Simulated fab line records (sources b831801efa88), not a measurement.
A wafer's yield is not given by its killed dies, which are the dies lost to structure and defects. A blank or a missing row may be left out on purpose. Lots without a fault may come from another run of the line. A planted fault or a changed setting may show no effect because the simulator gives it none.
Struck lot and sound lot, side by side | flow sky130 | 15 steps out of a route of 708
Sound: these wafers, L114.1, L114.3, L114.6. The struck wafers were L116.4, L116.5, L116.6. The cause comes at the end.
At each step with rows: each side's tool, then ch and its chambers, then its first start. Under that, the readings that differ: sound wafers | struck wafers | difference of the means | sigmas: that difference in standard deviations of wafers without a fault.
alike: a reading whose means differ by less than 2 such deviations, as well as words and numbers matching on both sides. not compared: withheld readings; readings where some wafer has no value; bounds like >300 that might hide an equal value; numbers whose values overlap and for which the record gives no deviation.
A row with sigmas, a row that says differs or no value, or rows on one side alone: a step with any of these is where the two part. Numbers that don't overlap but have no deviation are shown without sigmas and don't part them. Lack of a reading on every wafer of one side parts them only where that side has two or more wafers.

SKY_METAL5_SPUTTER_03: material Ti, target thk 5 nm, time 3.3 s.
  sound on pvd sputter-01 at day 47 02:24; struck on pvd sputter-04 at day 47 14:45
  alike: throttle valve pct
SKY_METAL5_SPUTTER_04: material TiN, target thk 70 nm, time 58.3 s.
  sound on pvd sputter-01 at day 47 02:25; struck on pvd sputter-04 at day 47 14:47
  alike: throttle valve pct
SKY_METAL5_RS_MEAS_05: uses a four-point probe to measure.
  sound on film metro-03 at day 47 02:28; struck on film metro-01 at day 47 14:52
  alike: METAL5_ALCU_RS
SKY_METAL5_THK_MEAS_06: measures by xrf.
  sound on film metro-03 at day 47 02:35; struck on film metro-01 at day 47 14:58
  alike: METAL5_ALCU_THK
then, 7 steps without rows for these wafers: SKY_METAL5_DEHYDRATE_07 (time 60 s); SKY_METAL5_HMDS_08 (prime time 60 s); SKY_METAL5_COAT_09 (resist thk 1800 nm); SKY_METAL5_SOFTBAKE_10 (time 60 s); SKY_METAL5_EXPOSE_11 (exposes mask MM5, target cd 1600 nm); SKY_METAL5_PEB_12; SKY_METAL5_DEVELOP_13 (develop time 60 s).
SKY_METAL5_DESCUM_14: chemistry O2, time 11 s.
  sound on rie metal-01 ch 0,1, day 47 22:16; struck on rie metal-01 ch 0,1, day 48 10:20
  alike: drypump motor current A, oes product au
  not compared: rf hours counter h
SKY_METAL5_METAL_ETCH_15: etches the open film in Cl2/BCl3, stops on SiO2, target depth 1260 nm, time 252 s.
  sound on rie metal-01 ch 0,1, day 47 22:19; struck on rie metal-01 ch 0,1, day 48 10:26
  reading                                     | sound             | struck            | difference | sigmas
  bias w (W)                                  | 48.49 48.49 48.25 | 56.09 56.21 55.86 | +7.64      | +55
  model.NOVOLAK_of_METAL5_COAT_09.thk nm (nm) | 1020 1019 1039    | 967.3 975.1 999.3 | -45.4      |
  model.SiO2_of_VIA4_HDPCVD_00.thk nm (nm)    | 548.1 548 549.6   | 545.7 546 545.6   | -2.8       |
  alike: drypump motor current A, oes product au, throttle valve pct
  not compared: rf hours counter h
SKY_METAL5_STRIP_16: strips in O2/N2.
  sound on plasma asher-01 ch 0,1, day 47 22:32; struck on plasma asher-01 ch 0,1, day 48 10:38
  reading                      | sound             | struck            | difference | sigmas
  strip time to endpoint s (s) | 12.88 12.88 13.10 | 12.35 12.45 12.73 | -0.44      | -2
  alike: drypump motor current A, n2 flow sccm, oes product au
  not compared: rf hours counter h
then, 1 step without rows for these wafers: SKY_METAL5_STRIP_17 (strips in post etch residue remover, time 1200 s).

## WHERE THEY PART
First at SKY_METAL5_METAL_ETCH_15; last, within this record, at SKY_METAL5_STRIP_16.

WHY: what the simulator had put in
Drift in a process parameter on rie metal-01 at SKY_METAL5_METAL_ETCH_15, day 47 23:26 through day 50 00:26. The setting bias w was moved by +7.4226, starting from 48.5. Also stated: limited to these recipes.
